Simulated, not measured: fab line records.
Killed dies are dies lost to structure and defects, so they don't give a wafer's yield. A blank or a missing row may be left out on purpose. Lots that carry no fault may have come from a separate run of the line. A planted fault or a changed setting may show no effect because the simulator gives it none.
Matching of chambers || flow gf180mcu || rie_si-01 running GF_STI_ETCH_14: 4 sister chambers
The step etches Si in HBr/Cl2/O2, target depth 360 nm, time 102.9 s. 4 wafers are shown with their chamber, then 7 later ones without.

WAFERS WITH THEIR CHAMBER
{"wafer": "L347.2", "chamber": 3, "drypump_motor_current_A (A)": 5.5}
{"wafer": "L360.5", "chamber": 0, "drypump_motor_current_A (A)": 5.1}
{"wafer": "L361.3", "chamber": 2, "drypump_motor_current_A (A)": 5.5}
{"wafer": "L361.4", "chamber": 1, "drypump_motor_current_A (A)": 6.6}

WAFERS WITH NO CHAMBER GIVEN
{"wafer": "L361.5", "drypump_motor_current_A (A)": 5.5}
{"wafer": "L362.1", "drypump_motor_current_A (A)": 6.6}
{"wafer": "L362.2", "drypump_motor_current_A (A)": 5.5}
{"wafer": "L362.5", "drypump_motor_current_A (A)": 6.6}
{"wafer": "L367.1", "drypump_motor_current_A (A)": 5.2}
{"wafer": "L367.3", "drypump_motor_current_A (A)": 5.5}
{"wafer": "L367.5", "drypump_motor_current_A (A)": 5.5}

EACH ONE'S CHAMBER
{"wafer": "L361.5", "from the rows above": "can't be placed: 2 or 3", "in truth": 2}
{"wafer": "L362.1", "from the rows above": 1, "in truth": 1}
{"wafer": "L362.2", "from the rows above": "can't be placed: 2 or 3", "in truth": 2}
{"wafer": "L362.5", "from the rows above": 1, "in truth": 1}
{"wafer": "L367.1", "from the rows above": 0, "in truth": 0}
{"wafer": "L367.3", "from the rows above": "can't be placed: 2 or 3", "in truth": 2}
{"wafer": "L367.5", "from the rows above": "can't be placed: 2 or 3", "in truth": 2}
Correct placement for 3 of the 7. From these rows, 4 cannot be placed; in 4 the true chamber is one of the candidates. 0 placed wrongly.
How it was worked out, from the rows above alone: a wafer's distance from a chamber is the root of the sum, over the readings, of the square of ((its reading less the chamber's mean) divided by the reading's scatter). If the next closest chamber is less than 2 further off than the closest, the wafer can't be placed; otherwise it belongs to the closest. For every chamber, the mean is computed from those of its wafers that are shown. The scatter (one wafer shown for each chamber): square how far every hidden wafer sits from the nearest shown wafer, average those squares and take the square root.
